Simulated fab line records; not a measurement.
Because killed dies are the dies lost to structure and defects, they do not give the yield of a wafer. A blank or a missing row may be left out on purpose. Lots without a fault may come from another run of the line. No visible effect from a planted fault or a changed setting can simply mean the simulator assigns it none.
fab line records	flow sky130
record: lots: 6	wafers: 18	last-day: 50
route steps=708 shown VIA2@520 METAL3@532 PAD_OPEN@708
lots with no fault: from the same line, run without faults
start-h: hours from the record's first day to the start of the lot's first wafer shown	wait-h: time in hours since the lot's previous step	" same as the row above	L1.1+2: a row that stands for several wafers	- no value, or no start given	* or withheld: withheld	< > ~ a bound
route shown NAME@n: names a module that has steps shown in the file, with the first one's number in the route	usual: mean/standard deviation of fault-free wafers	same: alike in all rows	chamber/n: place in a boat	sites: readings site by site	_std_site: standard deviation across them	_edge_site: the outer-site mean with the inner-site mean subtracted	radius-mm: for every site, how far away it sits from the centre of the wafer	mask NAME#n: copy n	behind: tool/chamber where the wafer was last shaped	hold: cause of the lot's hold/its duration in hours/its outcome	device: transistor that didn't switch, given as n, p or np	end of line: the tests these same wafers got at the end of their route	where a step has no rows: the recipe by itself	killed: dies that structure and defects cost at the first sort, which is not the same as the wafer's yield	map: dies across one wafer; x = killed, . = not, _ = none there
set.NAME: the setting that was run; set.NAME@STEP: the one run at that earlier step	model.NAME: the simulator's own value behind a step, which no gauge read
lots seen at some steps along the route; tables by step, rows by wafer
services: the hour from which a tool's chamber was out of use, counted from the record's first day as start-h (under 0 if before that day), plus the number of hours and why
== steps ==
step: SKY_VIA2_OVL_MEAS_13
usual: VIA2_OVL: -1/5.7
lot.wafer	tool	chamber	start-h	wait-h	VIA2_OVL[nm]
L670.1	overlay-01	-	841.48	0.1	4
L670.5	"	-	"	"	7
L670.6	"	-	"	"	0
L678.2	overlay-02	-	906.02	0.1	-3
L678.3	"	-	"	"	5
L678.4	"	-	"	"	-7
L682.2	overlay-02	-	948.32	0.1	4
L682.3	"	-	"	"	4
L682.5	"	-	"	"	11
L684.3	overlay-02	-	954.91	0.1	-3
L684.5	"	-	"	"	-9
L684.6	"	-	"	"	-6
L686.1	overlay-02	-	960.66	0.1	-6
L686.2	"	-	"	"	-9
L686.4	"	-	"	"	-6
L693.4	overlay-02	-	1007.72	0.1	6
L693.5	"	-	"	"	-6
L693.6	"	-	"	"	4
step: SKY_VIA2_ETCH_14
recipe: chemistry: N2/H2	target: BARC	ion-energy-ev: 200	source-w: 500	bias-w: 100	pressure-mtorr: 30	n2-flow-sccm: 100	h2-flow-sccm: 200	stop-on: SiO2	time-s: 45.9	target-depth-a: 600
usual: drypump-motor-current-A: 5.7/0.32	oes-product-au: 0.855/0.0052	throttle-valve-pct: 13.224/0.0091
lot.wafer	tool	chamber	start-h	wait-h	drypump-motor-current-A	oes-product-au	rf-hours-counter-h	throttle-valve-pct
L670.1	rie-diel-01	0	841.51	0.0	5.6	0.858	7	13.216
L670.5	"	2	"	"	6.1	0.864	-	13.236
L670.6	"	3	"	"	5.8	0.848	-	13.228
L678.2	rie-diel-01	1	906.05	0.0	5.7	0.848	17	13.235
L678.3	"	0	"	"	5.6	0.860	8	13.223
L678.4	"	2	"	"	6.1	0.865	-	13.217
L682.2	rie-diel-02	1	948.35	0.0	5.3	0.853	10	13.227
L682.3	"	3	"	"	6.2	0.852	13	13.238
L682.5	"	2	"	"	6.0	0.862	-	13.218
L684.3	rie-diel-03	1	954.94	0.0	5.9	0.849	24	13.222
L684.5	"	2	"	"	5.8	0.860	-	13.217
L684.6	"	3	"	"	5.4	0.867	-	13.221
L686.1	rie-diel-03	0	960.70	0.0	5.1	0.855	9	13.218
L686.2	"	2	"	"	5.8	0.863	27	13.227
L686.4	"	3	"	"	5.4	0.849	3	13.235
L693.4	rie-diel-02	3	1007.74	0.0	6.2	0.857	15	13.229
L693.5	"	3	"	"	6.2	0.869	-	13.227
L693.6	"	2	"	"	6.0	0.857	-	13.225
step: SKY_VIA2_ETCH_15
recipe: target: SiO2	chemistry: C4F8/O2/Ar	target-depth-nm: 546	stop-on: TiN	mask-material: KrF-thick	source-w: 1500	bias-w: 1200	pressure-mtorr: 40	c4f8-flow-sccm: withheld	O2_flow_sccm: 6	Ar_flow_sccm: 300	time-s: 84
step: SKY_VIA2_STRIP_16
recipe: chemistry: O2/N2	power-w: 1400	pressure-mtorr: 1500	platen-temp-c: withheld	o2-flow-sccm: 3000	n2-flow-sccm: 300	overash-fraction: 0.5
usual: drypump-motor-current-A: 5.78/0.27	oes-product-au: 0.398/0.0049	strip-time-to-endpoint-s: 4.05/0.041
same: overash-fraction: 0.5
lot.wafer	tool	chamber	start-h	wait-h	drypump-motor-current-A	oes-product-au	rf-hours-counter-h	strip-time-to-endpoint-s
L670.1	plasma-asher-01	0	841.62	0.0	6.02	0.403	71	4.07
L670.5	"	0	"	"	6.01	0.398	-	4.08
L670.6	"	1	"	"	5.47	0.391	-	4.07
L678.2	plasma-asher-01	1	906.15	0.0	5.43	0.396	78	4.12
L678.3	"	1	"	"	5.45	0.402	-	4.03
L678.4	"	0	"	"	5.99	0.401	-	4.04
L682.2	plasma-asher-04	0	948.45	0.0	6.18	0.394	20	4.07
L682.3	"	0	"	"	6.18	0.404	-	4.06
L682.5	"	1	"	"	5.78	0.396	-	4.07
L684.3	plasma-asher-04	0	955.08	0.1	6.17	0.399	-	4.05
L684.5	"	0	"	"	6.15	0.389	-	3.97
L684.6	"	1	"	"	5.78	0.399	-	4.02
L686.1	plasma-asher-02	1	960.80	0.0	5.46	0.404	117	4.04
L686.2	"	0	"	"	5.69	0.396	117	3.99
L686.4	"	1	"	"	5.46	0.399	-	4.02
L693.4	plasma-asher-02	1	1007.88	0.1	5.46	0.400	-	4.06
L693.5	"	0	"	"	5.71	0.400	-	4.04
L693.6	"	1	"	"	5.46	0.394	-	4.06
step: SKY_VIA2_STRIP_17
recipe: chemistry: post-etch-residue-remover	time-s: 1200	temp-c: 72.5
step: SKY_VIA2_CLEAN_18
recipe: chemistry: IPA	time-s: 180	temp-c: 25
step: SKY_VIA2_CLEAN_19
recipe: chemistry: O3/DIW	dry: n2-spin
step: SKY_VIA2_SPUTTER_20
recipe: material: TiN	target-thk-nm: 20	chamber-pressure-pa: 5	power-w: 4000	time-s: 80
usual: throttle-valve-pct: 30.8/0.81
lot.wafer	tool	chamber	start-h	wait-h	throttle-valve-pct
L670.1	pvd-sputter-04	-	842.21	0.0	31.5
L670.5	"	-	"	"	30.6
L670.6	"	-	"	"	30.9
L678.2	pvd-sputter-03	-	906.81	0.0	29.8
L678.3	"	-	"	"	29.0
L678.4	"	-	"	"	31.1
L682.2	pvd-sputter-04	-	949.05	0.0	31.7
L682.3	"	-	"	"	30.9
L682.5	"	-	"	"	31.6
L684.3	pvd-sputter-04	-	955.64	0.0	31.0
L684.5	"	-	"	"	31.4
L684.6	"	-	"	"	31.1
L686.1	pvd-sputter-04	-	961.39	0.0	30.7
L686.2	"	-	"	"	32.0
L686.4	"	-	"	"	30.7
L693.4	pvd-sputter-04	-	1008.43	0.0	30.7
L693.5	"	-	"	"	30.9
L693.6	"	-	"	"	30.6
step: SKY_VIA2_CVD_21
recipe: material: W	target-thk-nm: 420	time-s: 126.4	temp-c: 400	pressure-torr: 40
usual: heater-power-w: 845/52	susceptor-temp-C: 399.96/0.22
lot.wafer	tool	chamber	start-h	wait-h	heater-power-w	susceptor-temp-C
L670.1	cvd-w-01	1	842.27	0.0	846	399.90
L670.5	"	1	"	"	836	399.98
L670.6	"	0	"	"	834	399.85
L678.2	cvd-w-01	0	906.87	0.0	860	400.14
L678.3	"	1	"	"	834	400.00
L678.4	"	0	"	"	827	399.82
L682.2	cvd-w-01	1	949.11	0.0	827	400.13
L682.3	"	0	"	"	845	399.77
L682.5	"	0	"	"	873	399.45
L684.3	cvd-w-01	1	955.74	0.1	839	400.00
L684.5	"	1	"	"	834	400.03
L684.6	"	0	"	"	836	399.51
L686.1	cvd-w-01	0	961.45	0.0	866	400.07
L686.2	"	1	"	"	820	399.98
L686.4	"	1	"	"	830	400.35
L693.4	cvd-w-02	0	1008.54	0.1	745	400.03
L693.5	"	0	"	"	757	400.01
L693.6	"	1	"	"	887	399.78
step: SKY_VIA2_RS_MEAS_22
recipe: thk-meas-gauge: four-point-probe	reads: W_of_VIA2_CVD_21+TiN_of_VIA2_SPUTTER_20
usual: VIA2_W_RS: 0.271/0.0042
lot.wafer	tool	chamber	start-h	wait-h	VIA2_W_RS[ohm/sq]
L670.1	film-metro-01	-	842.40	0.1	0.274
L670.5	"	-	"	"	0.271
L670.6	"	-	"	"	0.268
L678.2	film-metro-02	-	907.02	0.1	0.265
L678.3	"	-	"	"	0.270
L678.4	"	-	"	"	0.265
L682.2	film-metro-02	-	949.26	0.1	0.274
L682.3	"	-	"	"	0.266
L682.5	"	-	"	"	0.263
L684.3	film-metro-03	-	955.87	0.1	0.279
L684.5	"	-	"	"	0.277
L684.6	"	-	"	"	0.271
L686.1	film-metro-02	-	961.58	0.1	0.265
L686.2	"	-	"	"	0.274
L686.4	"	-	"	"	0.268
L693.4	film-metro-02	-	1008.69	0.1	0.276
L693.5	"	-	"	"	0.269
L693.6	"	-	"	"	0.277
step: SKY_VIA2_THK_MEAS_23
recipe: thk-meas-gauge: xrf	reads: W_of_VIA2_CVD_21
usual: VIA2_W_THK: 418/6.9
lot.wafer	tool	chamber	start-h	wait-h	VIA2_W_THK[nm]
L670.1	film-metro-01	-	842.52	0.1	417
L670.5	"	-	"	"	421
L670.6	"	-	"	"	427
L678.2	film-metro-02	-	907.13	0.1	429
L678.3	"	-	"	"	420
L678.4	"	-	"	"	429
L682.2	film-metro-02	-	949.37	0.1	414
L682.3	"	-	"	"	427
L682.5	"	-	"	"	430
L684.3	film-metro-03	-	955.97	0.1	410
L684.5	"	-	"	"	411
L684.6	"	-	"	"	420
L686.1	film-metro-02	-	961.70	0.1	417
L686.2	"	-	"	"	406
L686.4	"	-	"	"	418
L693.4	film-metro-02	-	1008.78	0.1	406
L693.5	"	-	"	"	416
L693.6	"	-	"	"	404
step: SKY_VIA2_CMP_24
recipe: stop-on: SiO2	t-overpolish-s: 20	down-force-psi: 3.5	platen-rpm: 60	target-thk-nm: 0	pad-velocity-m-s: 0.94248
usual: motor-current-A: 11.1/0.97	overpolish-run-s: 19.999/0.0089	time-to-endpoint-s: 102/6.4
lot.wafer	tool	chamber	start-h	wait-h	motor-current-A	overpolish-run-s	time-to-endpoint-s
L670.1	cmp-02	1	842.63	0.1	10.8	19.991	105
L670.5	"	0	"	"	11.3	19.997	102
L670.6	"	1	"	"	11.3	20.009	103
L678.2	cmp-01	1	907.23	0.1	11.1	19.995	99
L678.3	"	2	"	"	11.5	20.003	110
L678.4	"	3	"	"	10.2	20.005	116
L682.2	cmp-02	3	949.47	0.1	13.2	19.986	111
L682.3	"	1	"	"	11.5	19.995	104
L682.5	"	3	"	"	12.9	20.001	111
L684.3	cmp-01	3	956.06	0.1	9.6	19.986	106
L684.6	"	2	"	"	11.5	19.993	106
L684.5	"	3	"	"	10.8	19.988	105
L686.4	cmp-01	2	961.76	0.0	11.3	19.983	107
L686.2	"	3	"	"	10.3	20.005	102
L686.1	"	1	"	"	10.6	20.002	96
L693.4	cmp-01	1	1008.86	0.1	10.1	20.001	93
L693.5	"	0	"	"	11.3	19.995	101
L693.6	"	1	"	"	11.4	20.014	92
step: SKY_METAL3_SPUTTER_00
recipe: material: Ti	target-thk-nm: 15	power-w: 3000	time-s: 10	chamber-pressure-pa: 0.4
usual: throttle-valve-pct: 30.7/0.69
lot.wafer	tool	chamber	start-h	wait-h	throttle-valve-pct	model.Ti_of_METAL3_SPUTTER_00.thk-nm
L670.1	pvd-sputter-02	-	842.88	0.2	30.8	14.9
L670.5	"	-	"	"	31.7	14.78
L670.6	"	-	"	"	30.8	14.96
L678.2	pvd-sputter-01	-	907.48	0.2	30.3	15.19
L678.3	"	-	"	"	30.5	14.88
L678.4	"	-	"	"	31.3	15.21
L682.2	pvd-sputter-01	-	949.72	0.2	30.6	21.39
L682.3	"	-	"	"	31.2	21.86
L682.5	"	-	"	"	29.7	21.87
L684.3	pvd-sputter-01	-	956.31	0.2	30.3	21.46
L684.5	"	-	"	"	30.3	22
L684.6	"	-	"	"	30.3	22.24
L686.1	pvd-sputter-03	-	962.06	0.1	30.8	14.71
L686.2	"	-	"	"	31.6	15.08
L686.4	"	-	"	"	30.1	15.05
L693.4	pvd-sputter-03	-	1009.11	0.2	30.8	14.81
L693.5	"	-	"	"	29.0	15.02
L693.6	"	-	"	"	29.7	15.09
step: SKY_METAL3_SPUTTER_01
recipe: material: TiN	target-thk-nm: 20	power-w: 6500	time-s: 16.7	chamber-pressure-pa: 0.4
step: SKY_PAD_OPEN_PROBE_99
usual: defect-limited-yield: 82.4/1.9	killed_at_M0_to_M3: 42/7.1	killed_at_M4_up: 3.0/1.7	killed-at-contacts: 25/5	killed-at-front-end: 16/4.4	killed-at-other: 0.5/1.4	killed-dies: 87/9.2	killed-open: 47/6.2	killed-short: 39/6.6	sort_bin_3_pad_short: 0.9/0.46	sort_bin_5_function: 10.3/1.6	sort_bin_6_memory: 6.4/0.99	sort-n-pass: 405/9.2	sort-yield-pct: 82.4/1.9
same: gross-dies: 492	killed-at-back-side: 0	sort_bin_4_leakage[%]: 0	sort_bin_8_speed[%]: 0
lot.wafer	tool	chamber	start-h	wait-h	defect-limited-yield[%]	killed_at_M0_to_M3	killed_at_M4_up	killed-at-contacts	killed-at-front-end	killed-at-other	killed-dies	killed-open	killed-short	sort_bin_3_pad_short[%]	sort_bin_5_function[%]	sort_bin_6_memory[%]	sort-n-pass	sort-yield-pct[%]
L682.2	prober-02	-	1154.12	0.1	80.3	48	5	34	9	1	97	45	52	1.4	11.6	6.7	395	80.3
L682.3	prober-02	-	1154.17	0.2	80.9	42	4	33	15	0	94	58	35	0.8	11.2	7.1	398	80.9
L682.5	prober-02	-	1154.27	0.2	73.0	41	5	27	22	38	133	47	47	9.3	10.4	7.3	359	73.0
L686.1	prober-02	-	1162.26	0.1	80.3	49	6	21	20	1	97	47	49	1.0	13.2	5.5	395	80.3
L686.2	prober-02	-	1162.31	0.1	85.4	33	5	16	18	0	72	44	28	0.6	7.7	6.3	420	85.4
L686.4	prober-02	-	1162.41	0.2	84.3	40	0	21	16	0	77	50	27	1.0	8.3	6.3	415	84.3
killed by level:class
L682.2 CONTACT:geometric-particle:short=10 CONTACT:geometric-particle:open=10 LI_CONTACT:geometric-particle:open=8 VIA1:geometric-particle:open=8 METAL2:geometric-particle:short=7 VIA3:geometric-particle:open=7 METAL1:geometric-particle:short=6 FIELD_ISO:geometric-particle:short=5
L682.3 CONTACT:geometric-particle:open=16 VIA1:geometric-particle:open=10 METAL2:geometric-particle:short=8 CONTACT:geometric-particle:short=7 VIA2:geometric-particle:open=6 FIELD_ISO:geometric-particle:open=5 VIA3:geometric-particle:open=5 VIA1:geometric-particle:short=5
L682.5 CAPM:area-etch=38 VIA1:geometric-particle:open=10 CONTACT:geometric-particle:open=9 FIELD_ISO:geometric-particle:short=6 VIA2:geometric-particle:open=6 CONTACT:geometric-particle:short=6 LOCAL_INTERCONNECT:geometric-particle:short=5 VIA3:geometric-particle:open=5
L686.1 CONTACT:geometric-particle:open=10 VIA3:geometric-particle:open=9 METAL1:geometric-particle:short=7 FIELD_ISO:geometric-particle:short=6 VIA1:geometric-particle:open=6 METAL4:geometric-particle:short=6 METAL2:geometric-particle:short=5 POLY_GATE:geometric-particle:short=5
L686.2 VIA1:geometric-particle:open=10 POLY_GATE:geometric-particle:open=8 CONTACT:geometric-particle:open=8 METAL2:geometric-particle:short=6 VIA3:geometric-particle:open=4 FIELD_ISO:geometric-particle:short=3 LI_CONTACT:geometric-particle:short=3 LI_CONTACT:geometric-particle:open=3
L686.4 CONTACT:geometric-particle:open=10 VIA1:geometric-particle:open=9 VIA3:geometric-particle:open=8 METAL1:geometric-particle:short=5 VIA1:geometric-particle:short=5 VIA2:geometric-particle:open=5 FIELD_ISO:geometric-particle:open=4 LI_CONTACT:geometric-particle:open=4
== services ==
tool	chamber	start-h	hours	kind
cmp-02	-	844.40	1.8	repair
rie-diel-02	2	852.15	9.6	repair
cmp-02	-	855.19	4.2	repair
cmp-02	-	859.43	3.9	pm
cmp-01	-	860.29	2.5	repair
cmp-01	-	872.59	1.9	repair
pvd-sputter-01	-	888.99	3.3	repair
plasma-asher-02	-	898.92	14.6	pm
pvd-sputter-01	-	899.16	1.0	repair
plasma-asher-01	-	901.07	0.8	repair
rie-diel-03	2	904.71	5.3	repair
rie-diel-03	0	905.24	17.4	repair
rie-diel-02	3	908.26	4.2	repair
cmp-01	-	912.02	4.0	pm
plasma-asher-01	-	912.26	4.3	pm
rie-diel-01	-	918.22	15.6	pm
cvd-w-01	-	930.97	2.8	pm
plasma-asher-04	-	959.73	1.6	repair
plasma-asher-01	-	961.34	35.7	repair
rie-diel-01	1	961.76	5.0	repair
rie-diel-02	1	970.38	13.2	repair
cmp-02	-	980.09	0.9	repair
cvd-w-01	0	995.70	17.6	repair
pvd-sputter-03	-	996.24	3.9	repair
== key ==
first-sign none at tools or gauges
model-effect: step: SKY_METAL3_SPUTTER_00	value: Ti_of_METAL3_SPUTTER_00.thk-nm	without: 15.03	struck: 21.8
met-at SKY_METAL3_SPUTTER_00
struck-wafers L682.2,L682.3,L682.5,L684.3,L684.5,L684.6
baseline-loss: step: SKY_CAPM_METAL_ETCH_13	wafers: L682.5
onset-between 907.48 949.72
also-fits SKY_VIA2_STRIP_16:plasma-asher-04
fault: kind: process-parameter-drift	tool: pvd-sputter-01	chamber: -	onset-h: 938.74	steps: SKY_METAL3_SPUTTER_00	channel: target-thk-nm	offset: 6.7676	shape: step	end-h: 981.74	acts-in: these-recipes-only	stated: 15
baseline-loss: these wafers lose ten dies or more at that step, a loss of the line's own and not of a fault; the sort's usual values leave them out
